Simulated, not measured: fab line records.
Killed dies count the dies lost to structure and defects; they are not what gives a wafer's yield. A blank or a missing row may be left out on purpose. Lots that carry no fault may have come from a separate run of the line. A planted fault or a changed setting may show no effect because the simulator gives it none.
fab line records | flow gf180mcu | part 1 of 2: steps 1 to 27 of 37
record lots=5 | wafers=15 | last-day=34
route steps=602 shown STI@8 DNWELL@32 NWELL@42
lots with no fault: from the same line, run without faults
start-h: hours from the record's first day to the start of the lot's first wafer shown | wait-h: hours since the lot's step before | " repeats the value in the row above | L1.1+2: several wafers, shown together as one row | - no value, or no start given | * or withheld: withheld | < > ~ a bound
route shown NAME@n: a module of which the file shows steps, and the number in the route of the first | usual: average and standard deviation across the fault-free wafers | same: alike in all rows | chamber/n: place in a boat | sites: readings site by site | _std_site: their standard deviation | _edge_site: outer sites' mean less inner sites' | radius-mm: how far each site lies from the wafer's centre | mask NAME#n: copy n | behind: the most recent tool/chamber to have shaped the wafer | hold: why the lot was held/for how many hours/how that ended | device: whichever transistor did not switch (one of n, p or np) | end of line: the same wafers' tests at the end of the route | where a step has no rows: the recipe by itself | killed: dies lost to structure and defects at the first sort, not the wafer's yield | map: dies across one wafer; x = killed, . = not, _ = none there
set.NAME: the setting as run; set.NAME@STEP: as run at that earlier step | model.NAME: the simulator's own value behind a step, which no gauge read
lots at some steps of the route; a table a step, a row a wafer
services: the hour from which a tool's chamber was out of use, counted from the record's first day as start-h (under 0 if before that day), plus the number of hours and why
## steps
# step GF_STI_COAT_07
# recipe resist=KrF | spin-rpm=withheld | resist-thk-nm=700
# usual resist-line-temp-C=22.99/0.11
lot.wafer | tool           | chamber | start-h | wait-h | resist-line-temp-C
L077.2    | litho-track-03 | 0       | 34.84   | 0.1    | 22.98
L077.3    | "              | 0       | "       | "      | 23.04
L077.4    | "              | 0       | "       | "      | 23.13
L079.2    | litho-track-03 | 0       | 44.19   | 0.1    | 22.96
L079.3    | "              | 0       | "       | "      | 23.01
L079.4    | "              | 0       | "       | "      | 23.07
L084.1    | litho-track-04 | 0       | 70.59   | 0.1    | 23.12
L084.2    | "              | 0       | "       | "      | 22.92
L084.5    | "              | 0       | "       | "      | 22.94
L091.1    | litho-track-02 | 0       | 106.13  | 0.1    | 23.18
L091.2    | "              | 0       | "       | "      | 23.14
L091.6    | "              | 0       | "       | "      | 23.26
L096.2    | litho-track-04 | 0       | 134.02  | 0.1    | 23.01
L096.4    | "              | 0       | "       | "      | 23.05
L096.6    | "              | 0       | "       | "      | 22.91
# step GF_STI_SOFTBAKE_08
# recipe temp-c=130 | time-s=60 | resist=KrF
# usual resist-line-temp-C=23.01/0.11
lot.wafer | tool           | chamber | start-h | wait-h | resist-line-temp-C
L077.2    | litho-track-03 | 0       | 34.99   | 0.1    | 22.94
L077.3    | "              | 0       | "       | "      | 22.99
L077.4    | "              | 0       | "       | "      | 22.82
L079.2    | litho-track-03 | 0       | 44.34   | 0.1    | 23.03
L079.3    | "              | 0       | "       | "      | 23.06
L079.4    | "              | 0       | "       | "      | 22.79
L084.1    | litho-track-04 | 0       | 70.74   | 0.1    | 23.01
L084.2    | "              | 0       | "       | "      | 22.97
L084.5    | "              | 0       | "       | "      | 23.02
L091.1    | litho-track-02 | 0       | 106.28  | 0.1    | 22.98
L091.2    | "              | 0       | "       | "      | 23.10
L091.6    | "              | 0       | "       | "      | 23.06
L096.2    | litho-track-04 | 0       | 134.17  | 0.1    | 22.92
L096.4    | "              | 0       | "       | "      | 22.89
L096.6    | "              | 0       | "       | "      | 23.08
# step GF_STI_EXPOSE_09
# recipe mask-id=COMP | target-cd-nm=220 | na=0.68 | source-shape=conventional | sigma-outer=0.6 | dose-mj=28
lot.wafer  | tool           | chamber | start-h | wait-h | mask
L077.2+3+4 | krf-scanner-02 | 0       | -       | -      | COMP#0
L079.2+3+4 | krf-scanner-01 | 0       | -       | -      | COMP#0
L084.1+2+5 | krf-scanner-02 | 0       | -       | -      | COMP#0
L091.1+2+6 | krf-scanner-01 | 0       | -       | -      | COMP#0
L096.2+4+6 | krf-scanner-01 | 0       | -       | -      | COMP#0
# step GF_STI_PEB_10
# recipe peb-temp-c=135 | peb-time-s=90 | resist=KrF
# usual resist-line-temp-C=23.02/0.11
lot.wafer | tool           | chamber | start-h | wait-h | resist-line-temp-C
L077.2    | litho-track-04 | 0       | -       | -      | 23.14
L077.3    | "              | 0       | "       | "      | 23.07
L077.4    | "              | 0       | "       | "      | 23.14
L079.2    | litho-track-03 | 0       | -       | -      | 23.17
L079.3    | "              | 0       | "       | "      | 23.04
L079.4    | "              | 0       | "       | "      | 23.00
L084.1    | litho-track-02 | 0       | -       | -      | 23.11
L084.2    | "              | 0       | "       | "      | 22.95
L084.5    | "              | 0       | "       | "      | 23.06
L091.1    | litho-track-04 | 0       | -       | -      | 23.21
L091.2    | "              | 0       | "       | "      | 22.84
L091.6    | "              | 0       | "       | "      | 23.17
L096.2    | litho-track-04 | 0       | -       | -      | 23.00
L096.4    | "              | 0       | "       | "      | 23.07
L096.6    | "              | 0       | "       | "      | 23.12
# step GF_STI_DEVELOP_11
# recipe develop-time-s=60 | dev-temp-c=21
# usual resist-line-temp-C=23.00/0.1
lot.wafer | tool           | chamber | start-h | wait-h | resist-line-temp-C
L077.2    | litho-track-04 | 0       | 40.77   | 0.2    | 22.90
L077.3    | "              | 0       | "       | "      | 23.14
L077.4    | "              | 0       | "       | "      | 22.95
L079.2    | litho-track-03 | 0       | 50.79   | 0.2    | 22.95
L079.3    | "              | 0       | "       | "      | 22.95
L079.4    | "              | 0       | "       | "      | 22.87
L084.1    | litho-track-02 | 0       | 77.73   | 0.2    | 22.86
L084.2    | "              | 0       | "       | "      | 23.04
L084.5    | "              | 0       | "       | "      | 22.92
L091.1    | litho-track-04 | 0       | 113.79  | 0.2    | 23.03
L091.2    | "              | 0       | "       | "      | 23.02
L091.6    | "              | 0       | "       | "      | 23.33
L096.2    | litho-track-04 | 0       | 141.67  | 0.2    | 22.98
L096.4    | "              | 0       | "       | "      | 22.94
L096.6    | "              | 0       | "       | "      | 22.85
# step GF_STI_CD_MEAS_12
# recipe target-cd-nm=220
# usual cd-nm=219.8/1.5
lot.wafer | tool      | chamber | start-h | wait-h | cd-nm
L077.2    | cd-sem-01 | -       | 40.91   | 0.1    | 219.1
L077.3    | "         | -       | "       | "      | 218.9
L077.4    | "         | -       | "       | "      | 218.9
L079.2    | cd-sem-02 | -       | 50.94   | 0.1    | 218.7
L079.3    | "         | -       | "       | "      | 218.6
L079.4    | "         | -       | "       | "      | 218.5
L084.1    | cd-sem-01 | -       | 77.88   | 0.1    | 218.2
L084.2    | "         | -       | "       | "      | 218.7
L084.5    | "         | -       | "       | "      | 217.9
L091.1    | cd-sem-01 | -       | 113.94  | 0.1    | 220.8
L091.2    | "         | -       | "       | "      | 220.8
L091.6    | "         | -       | "       | "      | 221.5
L096.2    | cd-sem-01 | -       | 141.81  | 0.1    | 217.9
L096.4    | "         | -       | "       | "      | 218.4
L096.6    | "         | -       | "       | "      | 218.3
# step GF_STI_ETCH_13
# recipe chemistry=CHF3/O2 | stop-on=Si | over-etch-frac=0.3 | target-depth-a=2823.1 | source-w=600 | bias-w=200 | pressure-mtorr=40 | chf3-flow-sccm=50 | O2_flow_sccm=5 | time-s=112.9
# usual drypump-motor-current-A=5.7/0.36 | oes-product-au=0.835/0.0068 | throttle-valve-pct=8.811/0.0093
lot.wafer | tool        | chamber | start-h | wait-h | drypump-motor-current-A | oes-product-au | rf-hours-counter-h | throttle-valve-pct
L077.2    | rie-diel-01 | 0       | 41.01   | 0.1    | 6.1                     | 0.836          | 10                 | 8.798
L077.3    | "           | 2       | "       | "      | 5.6                     | 0.825          | 68                 | 8.807
L077.4    | "           | 3       | "       | "      | 5.3                     | 0.839          | 143                | 8.806
L079.2    | rie-diel-01 | 1       | 51.04   | 0.1    | 6.1                     | 0.828          | 23                 | 8.806
L079.3    | "           | 2       | "       | "      | 5.6                     | 0.831          | 68                 | 8.824
L079.4    | "           | 0       | "       | "      | 6.0                     | 0.822          | 10                 | 8.809
L084.1    | rie-diel-04 | 2       | 78.00   | 0.1    | 5.3                     | 0.836          | 166                | 8.818
L084.2    | "           | 3       | "       | "      | 5.9                     | 0.844          | 165                | 8.806
L084.5    | "           | 0       | "       | "      | 6.3                     | 0.848          | -                  | 8.822
L091.1    | rie-diel-03 | 1       | 114.06  | 0.1    | 5.5                     | 0.836          | 108                | 8.813
L091.2    | "           | 2       | "       | "      | 5.8                     | 0.846          | 10                 | 8.797
L091.6    | "           | 1       | "       | "      | 5.5                     | 0.839          | -                  | 8.805
L096.2    | rie-diel-04 | 0       | 141.91  | 0.1    | 6.3                     | 0.837          | 69                 | 8.797
L096.4    | "           | 2       | "       | "      | 5.3                     | 0.843          | -                  | 8.814
L096.6    | "           | 1       | "       | "      | 5.1                     | 0.834          | -                  | 8.811
# step GF_STI_ETCH_14
# recipe target=Si | chemistry=HBr/Cl2/O2 | target-depth-nm=360 | icp-w=600 | bias-w=150 | pressure-mtorr=15 | HBr_flow_sccm=150 | Cl2_flow_sccm=40 | O2_flow_sccm=6 | time-s=102.9
# usual drypump-motor-current-A=5.5/0.45 | he-backside-leak-sccm=2.85/0.26 | oes-product-au=0.991/0.01 | throttle-valve-pct=25.662/0.011
lot.wafer | tool      | chamber | start-h | wait-h | drypump-motor-current-A | he-backside-leak-sccm | oes-product-au | rf-hours-counter-h | throttle-valve-pct
L077.2    | rie-si-01 | 1       | 41.09   | 0.0    | 4.9                     | 2.83                  | 1.010          | 15                 | 25.638
L077.3    | "         | 3       | "       | "      | 6.0                     | 3.10                  | 0.988          | 106                | 25.663
L077.4    | "         | 0       | "       | "      | 4.9                     | 2.85                  | 1.002          | 140                | 25.653
L079.2    | rie-si-01 | 2       | 51.12   | 0.0    | 5.1                     | 2.63                  | 1.000          | 2                  | 25.668
L079.3    | "         | 0       | "       | "      | 4.9                     | 2.56                  | 0.993          | 140                | 25.661
L079.4    | "         | 3       | "       | "      | 6.0                     | 3.02                  | 0.975          | 106                | 25.681
L084.1    | rie-si-01 | 3       | 78.08   | 0.0    | 6.0                     | 3.08                  | 0.984          | 107                | 25.676
L084.2    | "         | 1       | "       | "      | 4.9                     | 2.82                  | 1.000          | 16                 | 25.657
L084.5    | "         | 2       | "       | "      | 5.1                     | 2.69                  | 0.992          | -                  | 25.656
L091.1    | rie-si-02 | 2       | 114.14  | 0.0    | 5.9                     | 2.74                  | 0.983          | 85                 | 25.675
L091.2    | "         | 1       | "       | "      | 5.5                     | 2.89                  | 0.984          | 0                  | 25.654
L091.6    | "         | 2       | "       | "      | 5.9                     | 2.81                  | 0.979          | -                  | 25.663
L096.2    | rie-si-01 | 1       | 141.99  | 0.0    | 4.8                     | 2.87                  | 0.991          | 16                 | 25.676
L096.4    | "         | 0       | "       | "      | 4.9                     | 2.58                  | 0.965          | 0                  | 25.673
L096.6    | "         | 3       | "       | "      | 5.9                     | 3.11                  | 0.985          | -                  | 25.676
# step GF_STI_STRIP_15
# recipe chemistry=O2/N2 | power-w=1400 | pressure-mtorr=1500 | platen-temp-c=250 | o2-flow-sccm=3000 | n2-flow-sccm=300 | overash-fraction=0.5
# usual drypump-motor-current-A=5.7/0.41 | heater-power-w=326/23 | oes-product-au=0.384/0.0047 | strip-time-to-endpoint-s=3.74/0.049
lot.wafer | tool            | chamber | start-h | wait-h | drypump-motor-current-A | heater-power-w | oes-product-au | rf-hours-counter-h | strip-time-to-endpoint-s
L077.2    | plasma-asher-03 | 0       | 41.17   | 0.0    | 5.3                     | 357            | 0.381          | 43                 | 3.62
L077.3    | "               | 0       | "       | "      | 5.3                     | 355            | 0.384          | -                  | 3.75
L077.4    | "               | 1       | "       | "      | 5.4                     | 318            | 0.391          | -                  | 3.68
L079.2    | plasma-asher-01 | 0       | 51.19   | 0.0    | 5.3                     | 339            | 0.390          | 40                 | 3.75
L079.3    | "               | 1       | "       | "      | 6.3                     | 348            | 0.382          | -                  | 3.73
L079.4    | "               | 0       | "       | "      | 5.3                     | 338            | 0.384          | -                  | 3.73
L084.1    | plasma-asher-02 | 0       | 78.16   | 0.0    | 6.3                     | 323            | 0.391          | 28                 | 3.75
L084.2    | "               | 1       | "       | "      | 5.7                     | 300            | 0.377          | 28                 | 3.69
L084.5    | "               | 0       | "       | "      | 6.3                     | 317            | 0.383          | -                  | 3.68
L091.1    | plasma-asher-02 | 1       | 114.22  | 0.0    | 5.8                     | 293            | 0.389          | 32                 | 3.77
L091.2    | "               | 0       | "       | "      | 6.3                     | 310            | 0.395          | 32                 | 3.80
L091.6    | "               | 1       | "       | "      | 5.7                     | 290            | 0.390          | -                  | 3.80
L096.2    | plasma-asher-02 | 1       | 142.06  | 0.0    | 5.7                     | 298            | 0.386          | 35                 | 3.79
L096.4    | "               | 1       | "       | "      | 5.7                     | 299            | 0.378          | -                  | 3.81
L096.6    | "               | 1       | "       | "      | 5.7                     | 296            | 0.385          | -                  | 3.78
# step GF_STI_CLEAN_16
# recipe chemistry=dHF | time-s=25 | dilution=100:1
lot.wafer  | tool         | chamber | start-h | wait-h
L077.2+3+4 | wet-bench-04 | 0       | 41.27   | 0.1
L079.2+3+4 | wet-bench-01 | 1       | 51.29   | 0.1
L084.1+2+5 | wet-bench-03 | 1       | 78.26   | 0.1
L091.1+2+6 | wet-bench-03 | 0       | 114.32  | 0.1
L096.2+4+6 | wet-bench-03 | 2       | 142.16  | 0.1
# step GF_STI_WET_ETCH_17
# recipe chemistry=H3PO4 | target-depth-nm=45 | temp-c=160 | target=Si3N4 | time-s=514
lot.wafer  | tool         | chamber | start-h | wait-h
L077.2+3+4 | wet-bench-01 | 1       | 41.28   | 0.0
L079.2+3+4 | wet-bench-03 | 3       | 51.31   | 0.0
L084.1+2+5 | wet-bench-01 | 0       | 78.27   | 0.0
L091.1+2+6 | wet-bench-01 | 2       | 114.33  | 0.0
L096.2+4+6 | wet-bench-04 | 3       | 142.18  | 0.0
# step GF_STI_CLEAN_18
# recipe chemistry=SC1/SC2 | mix=1:4:20 | temp-c=70 | time-s=150
lot.wafer  | tool         | chamber | start-h | wait-h
L077.2+3+4 | wet-bench-04 | 1       | 41.45   | 0.0
L079.2+3+4 | wet-bench-01 | 2       | 51.46   | 0.0
L084.1+2+5 | wet-bench-04 | 0       | 78.60   | 0.0
L091.1+2+6 | wet-bench-03 | 0       | 114.48  | 0.0
L096.2+4+6 | wet-bench-01 | 2       | 142.33  | 0.0
# step GF_STI_CLEAN_19
# recipe chemistry=dHF | time-s=20 | dilution=100:1
lot.wafer  | tool         | chamber | start-h | wait-h
L077.2+3+4 | wet-bench-01 | 2       | 41.50   | 0.0
L079.2+3+4 | wet-bench-03 | 2       | 51.51   | 0.0
L084.1+2+5 | wet-bench-03 | 0       | 78.66   | 0.0
L091.1+2+6 | wet-bench-01 | 3       | 114.53  | 0.0
L096.2+4+6 | wet-bench-03 | 1       | 142.38  | 0.0
# step GF_STI_WET_ETCH_20
# recipe chemistry=dHF | dilution=100:1 | target-depth-nm=20 | temp-c=25 | dry=ipa-marangoni | target=SiO2 | time-s=400
lot.wafer  | tool         | chamber | start-h | wait-h
L077.2+3+4 | wet-bench-04 | 1       | 41.52   | 0.0
L079.2+3+4 | wet-bench-01 | 0       | 51.53   | 0.0
L084.1+2+5 | wet-bench-01 | 1       | 78.67   | 0.0
L091.1+2+6 | wet-bench-04 | 2       | 114.55  | 0.0
L096.2+4+6 | wet-bench-04 | 2       | 142.40  | 0.0
# step GF_STI_OXIDATION_21
# recipe temp-c=1000 | ambient=O2 | stabilise-s=600 | purge-s=300 | target-thk-a=150 | ox-time-s=458
# usual spike-tc-top-C=1010.6/1.8 | zone-power-centre-pct=22.07/0.26
lot.wafer | tool       | chamber | start-h | wait-h | spike-tc-top-C | zone-power-centre-pct
L077.2    | furnace-02 | 0       | 41.68   | 0.0    | 1010.0         | 22.06
L077.3    | "          | 0       | "       | "      | 1010.1         | 21.67
L077.4    | "          | 0       | "       | "      | 1009.4         | 21.74
L079.2    | furnace-02 | 0       | 51.66   | 0.0    | 1006.1         | 22.17
L079.3    | "          | 0       | "       | "      | 1009.0         | 22.40
L079.4    | "          | 0       | "       | "      | 1010.5         | 21.74
L084.1    | furnace-01 | 0       | 78.93   | 0.0    | 1011.8         | 22.27
L084.2    | "          | 0       | "       | "      | 1011.6         | 22.17
L084.5    | "          | 0       | "       | "      | 1011.8         | 22.32
L091.1    | furnace-01 | 0       | 116.83  | 2.0    | 1012.1         | 21.81
L091.2    | "          | 0       | "       | "      | 1014.3         | 22.26
L091.6    | "          | 0       | "       | "      | 1011.5         | 22.45
L096.2    | furnace-02 | 0       | 142.51  | 0.0    | 1008.6         | 21.93
L096.4    | "          | 0       | "       | "      | 1010.0         | 22.06
L096.6    | "          | 0       | "       | "      | 1006.5         | 21.78
# step GF_STI_THK_MEAS_22
# recipe reads=SiO2_of_STI_OXIDATION_21
# usual STI_OXIDATION_01_THK=15.00/0.26
lot.wafer | tool          | chamber | start-h | wait-h | STI_OXIDATION_01_THK[nm]
L077.2    | film-metro-02 | -       | 42.82   | 0.0    | 14.76
L077.3    | "             | -       | "       | "      | 14.65
L077.4    | "             | -       | "       | "      | 14.82
L079.2    | film-metro-03 | -       | 52.80   | 0.0    | 15.51
L079.3    | "             | -       | "       | "      | 15.20
L079.4    | "             | -       | "       | "      | 15.28
L084.1    | film-metro-04 | -       | 80.06   | 0.0    | 15.29
L084.2    | "             | -       | "       | "      | 15.27
L084.5    | "             | -       | "       | "      | 15.10
L091.1    | film-metro-04 | -       | 117.95  | 0.0    | 14.95
L091.2    | "             | -       | "       | "      | 14.61
L091.6    | "             | -       | "       | "      | 14.73
L096.2    | film-metro-04 | -       | 143.65  | 0.0    | 14.87
L096.4    | "             | -       | "       | "      | 14.89
L096.6    | "             | -       | "       | "      | 14.90
# step GF_STI_CVD_23
# recipe material=SiO2 | target-thk-nm=650 | sigma-open-frac=0.3 | time-s=108.3 | temp-c=600 | sih4-flow-sccm=60 | pressure-mtorr=6
lot.wafer  | tool      | chamber | start-h | wait-h
L077.2+3+4 | hdpcvd-02 | 2,0,0   | 42.87   | 0.0
L079.2+3+4 | hdpcvd-02 | 1,2,2   | 52.85   | 0.0
L084.1+2+5 | hdpcvd-01 | 0,2,1   | 80.12   | 0.1
L091.1+2+6 | hdpcvd-01 | 1,0,2   | 118.01  | 0.1
L096.2+4+6 | hdpcvd-01 | 0,0,1   | 143.70  | 0.0
# step GF_STI_THK_MEAS_24
# recipe reads=SiO2_of_STI_CVD_23
# usual STI_CVD_23_THK=648/5.9
lot.wafer | tool          | chamber | start-h | wait-h | STI_CVD_23_THK[nm]
L077.2    | film-metro-03 | -       | 42.95   | 0.0    | 648
L077.3    | "             | -       | "       | "      | 655
L077.4    | "             | -       | "       | "      | 650
L079.2    | film-metro-04 | -       | 52.94   | 0.0    | 647
L079.3    | "             | -       | "       | "      | 642
L079.4    | "             | -       | "       | "      | 641
L084.1    | film-metro-04 | -       | 80.20   | 0.0    | 646
L084.2    | "             | -       | "       | "      | 645
L084.5    | "             | -       | "       | "      | 643
L091.1    | film-metro-02 | -       | 118.11  | 0.1    | 649
L091.2    | "             | -       | "       | "      | 652
L091.6    | "             | -       | "       | "      | 643
L096.2    | film-metro-02 | -       | 143.79  | 0.0    | 650
L096.4    | "             | -       | "       | "      | 647
L096.6    | "             | -       | "       | "      | 649
# step GF_STI_CMP_25
# recipe stop-on=Si3N4 | t-overpolish-s=33 | down-force-psi=4 | platen-rpm=60 | target-thk-nm=524.6 | pad-velocity-m-s=0.94248
# usual motor-current-A=11.7/0.88 | overpolish-run-s=33.000/0.0091 | slurry-flow-ml-min=150.0/0.44 | time-to-endpoint-s=126/5.2
lot.wafer | tool   | chamber | start-h | wait-h | motor-current-A | overpolish-run-s | slurry-flow-ml-min | time-to-endpoint-s
L077.3    | cmp-02 | 2       | 43.05   | 0.1    | 12.7            | 32.992           | 149.5              | 136
L077.2    | "      | 3       | "       | "      | 10.4            | 32.994           | 149.6              | 131
L077.4    | "      | 0       | "       | "      | 11.2            | 32.994           | 150.3              | 131
L079.3    | cmp-02 | 3       | 52.99   | 0.0    | 10.5            | 32.989           | 149.9              | 130
L079.4    | "      | 1       | "       | "      | 11.9            | 33.015           | 150.1              | 124
L079.2    | "      | 2       | "       | "      | 12.2            | 33.005           | 149.4              | 133
L084.2    | cmp-01 | 2       | 80.26   | 0.0    | 12.4            | 32.988           | 150.0              | 119
L084.1    | "      | 0       | "       | "      | 12.1            | 33.006           | 149.6              | 128
L084.5    | "      | 3       | "       | "      | 10.7            | 33.009           | 149.5              | 122
L091.1    | cmp-02 | 1       | 118.27  | 0.1    | 12.7            | 33.000           | 149.5              | 121
L091.2    | "      | 2       | "       | "      | 12.6            | 32.999           | 150.2              | 124
L091.6    | "      | 0       | "       | "      | 10.6            | 32.984           | 150.6              | 118
L096.2    | cmp-02 | 0       | 143.84  | 0.0    | 11.2            | 32.999           | 149.8              | 120
L096.4    | "      | 2       | "       | "      | 11.8            | 33.013           | 149.9              | 122
L096.6    | "      | 1       | "       | "      | 11.8            | 33.005           | 150.1              | 118
# step GF_STI_WET_ETCH_26
# recipe chemistry=dHF | target-depth-nm=94 | target=SiO2 | temp-c=25 | dilution=10:1 | time-s=188
lot.wafer  | tool         | chamber | start-h | wait-h
L077.2+3+4 | wet-bench-04 | 2       | 43.30   | 0.1
L079.2+3+4 | wet-bench-04 | 2       | 53.29   | 0.1
L084.1+2+5 | wet-bench-01 | 1       | 80.56   | 0.1
L091.1+2+6 | wet-bench-04 | 0       | 118.47  | 0.1
L096.2+4+6 | wet-bench-01 | 1       | 144.14  | 0.2
# step GF_STI_WET_ETCH_27
# recipe chemistry=H3PO4 | target-depth-nm=160 | target=Si3N4 | temp-c=160 | time-s=1825
lot.wafer  | tool         | chamber | start-h | wait-h
L077.2+3+4 | wet-bench-03 | 0       | 43.37   | 0.0
L079.2+3+4 | wet-bench-03 | 1       | 53.36   | 0.0
L084.1+2+5 | wet-bench-04 | 0       | 80.69   | 0.0
L091.1+2+6 | wet-bench-03 | 0       | 118.61  | 0.0
L096.2+4+6 | wet-bench-03 | 0       | 144.20  | 0.0
# step GF_STI_WET_ETCH_28
# recipe chemistry=dHF | target-depth-nm=20 | dry=ipa-marangoni | target=SiO2 | temp-c=25 | dilution=10:1 | time-s=40
lot.wafer  | tool         | chamber | start-h | wait-h
L077.2+3+4 | wet-bench-04 | 2       | 43.89   | 0.0
L079.2+3+4 | wet-bench-04 | 0       | 53.87   | 0.0
L084.1+2+5 | wet-bench-03 | 2       | 81.25   | 0.0
L091.1+2+6 | wet-bench-01 | 3       | 119.17  | 0.0
L096.2+4+6 | wet-bench-04 | 1       | 144.71  | 0.0
# step GF_STI_OXIDATION_29
# recipe temp-c=900 | ambient=O2 | stabilise-s=600 | purge-s=300 | target-thk-a=100 | ox-time-s=1418
# usual spike-tc-top-C=911.3/1.9 | zone-power-centre-pct=17.43/0.22
lot.wafer | tool       | chamber | start-h | wait-h | spike-tc-top-C | zone-power-centre-pct
L077.2    | furnace-02 | 0       | 43.91   | 0.0    | 910.3          | 17.48
L077.3    | "          | 0       | "       | "      | 911.0          | 17.29
L077.4    | "          | 0       | "       | "      | 909.1          | 17.37
L079.2    | furnace-01 | 0       | 53.90   | 0.0    | 914.9          | 17.50
L079.3    | "          | 0       | "       | "      | 914.4          | 17.76
L079.4    | "          | 0       | "       | "      | 913.3          | 17.69
L084.1    | furnace-01 | 0       | 81.27   | 0.0    | 912.5          | 17.55
L084.2    | "          | 0       | "       | "      | 913.6          | 17.50
L084.5    | "          | 0       | "       | "      | 914.0          | 17.67
L091.1    | furnace-02 | 0       | 120.18  | 1.0    | 910.1          | 17.20
L091.2    | "          | 0       | "       | "      | 909.2          | 17.40
L091.6    | "          | 0       | "       | "      | 910.4          | 17.18
L096.2    | furnace-02 | 0       | 144.73  | 0.0    | 910.2          | 17.48
L096.4    | "          | 0       | "       | "      | 909.1          | 17.17
L096.6    | "          | 0       | "       | "      | 909.5          | 17.47
# step GF_STI_THK_MEAS_30
# recipe reads=SiO2_of_STI_OXIDATION_29
# usual STI_OXIDATION_02_THK=9.95/0.12
lot.wafer | tool          | chamber | start-h | wait-h | STI_OXIDATION_02_THK[nm]
L077.2    | film-metro-02 | -       | 45.31   | 0.0    | 9.89
L077.3    | "             | -       | "       | "      | 10.08
L077.4    | "             | -       | "       | "      | 10.10
L079.2    | film-metro-04 | -       | 55.30   | 0.0    | 9.98
L079.3    | "             | -       | "       | "      | 10.10
L079.4    | "             | -       | "       | "      | 9.87
L084.1    | film-metro-02 | -       | 82.66   | 0.0    | 9.94
L084.2    | "             | -       | "       | "      | 10.06
L084.5    | "             | -       | "       | "      | 9.99
L091.1    | film-metro-03 | -       | 121.58  | 0.0    | 10.02
L091.2    | "             | -       | "       | "      | 10.00
L091.6    | "             | -       | "       | "      | 9.89
L096.2    | film-metro-02 | -       | 146.14  | 0.0    | 9.88
L096.4    | "             | -       | "       | "      | 9.97
L096.6    | "             | -       | "       | "      | 9.90
# step GF_DNWELL_DEHYDRATE_00
# recipe temp-c=200 | time-s=60
# usual resist-line-temp-C=23.00/0.1
lot.wafer | tool           | chamber | start-h | wait-h | resist-line-temp-C
L077.2    | litho-track-02 | 0       | 51.51   | 6.2    | 23.17
L077.3    | "              | 0       | "       | "      | 23.24
L077.4    | "              | 0       | "       | "      | 23.06
L079.2    | litho-track-01 | 0       | 61.50   | 6.2    | 23.00
L079.3    | "              | 0       | "       | "      | 23.06
L079.4    | "              | 0       | "       | "      | 23.05
L084.1    | litho-track-02 | 0       | 88.73   | 6.1    | 23.04
L084.2    | "              | 0       | "       | "      | 23.12
L084.5    | "              | 0       | "       | "      | 23.00
L091.1    | litho-track-01 | 0       | 128.53  | 6.9    | 22.86
L091.2    | "              | 0       | "       | "      | 23.08
L091.6    | "              | 0       | "       | "      | 22.85
L096.2    | litho-track-02 | 0       | 153.21  | 7.1    | 23.11
L096.4    | "              | 0       | "       | "      | 22.95
L096.6    | "              | 0       | "       | "      | 22.98
# step GF_DNWELL_HMDS_01
# recipe prime-time-s=60 | prime-temp-c=120
# usual prime-temp-c=120.00/0.13 | resist-line-temp-C=23.00/0.1
lot.wafer | tool           | chamber | start-h | wait-h | prime-temp-c | resist-line-temp-C
L077.2    | litho-track-02 | 0       | 51.66   | 0.1    | 120.08       | 23.01
L077.3    | "              | 0       | "       | "      | 120.06       | 22.87
L077.4    | "              | 0       | "       | "      | 119.90       | 22.88
L079.2    | litho-track-01 | 0       | 61.65   | 0.1    | 120.07       | 22.92
L079.3    | "              | 0       | "       | "      | 120.22       | 22.86
L079.4    | "              | 0       | "       | "      | 120.21       | 22.98
L084.1    | litho-track-02 | 0       | 88.88   | 0.1    | 119.99       | 23.12
L084.2    | "              | 0       | "       | "      | 119.92       | 22.99
L084.5    | "              | 0       | "       | "      | 120.19       | 23.05
L091.1    | litho-track-01 | 0       | 128.68  | 0.1    | 119.71       | 22.93
L091.2    | "              | 0       | "       | "      | 120.03       | 22.94
L091.6    | "              | 0       | "       | "      | 120.12       | 22.92
L096.2    | litho-track-02 | 0       | 153.36  | 0.1    | 119.96       | 22.99
L096.4    | "              | 0       | "       | "      | 120.20       | 22.84
L096.6    | "              | 0       | "       | "      | 119.95       | 23.03
# step GF_DNWELL_COAT_02
# recipe spin-rpm=2000 | resist-thk-nm=3000
# usual resist-line-temp-C=23.00/0.1
lot.wafer | tool           | chamber | start-h | wait-h | resist-line-temp-C
L077.2    | litho-track-02 | 0       | 51.81   | 0.1    | 23.00
L077.3    | "              | 0       | "       | "      | 23.10
L077.4    | "              | 0       | "       | "      | 23.09
L079.2    | litho-track-01 | 0       | 61.80   | 0.1    | 22.85
L079.3    | "              | 0       | "       | "      | 23.00
L079.4    | "              | 0       | "       | "      | 23.10
L084.1    | litho-track-02 | 0       | 89.03   | 0.1    | 23.03
L084.2    | "              | 0       | "       | "      | 22.93
L084.5    | "              | 0       | "       | "      | 23.06
L091.1    | litho-track-01 | 0       | 128.83  | 0.1    | 22.98
L091.2    | "              | 0       | "       | "      | 23.05
L091.6    | "              | 0       | "       | "      | 22.96
L096.2    | litho-track-02 | 0       | 153.51  | 0.1    | 22.97
L096.4    | "              | 0       | "       | "      | 22.79
L096.6    | "              | 0       | "       | "      | 22.81
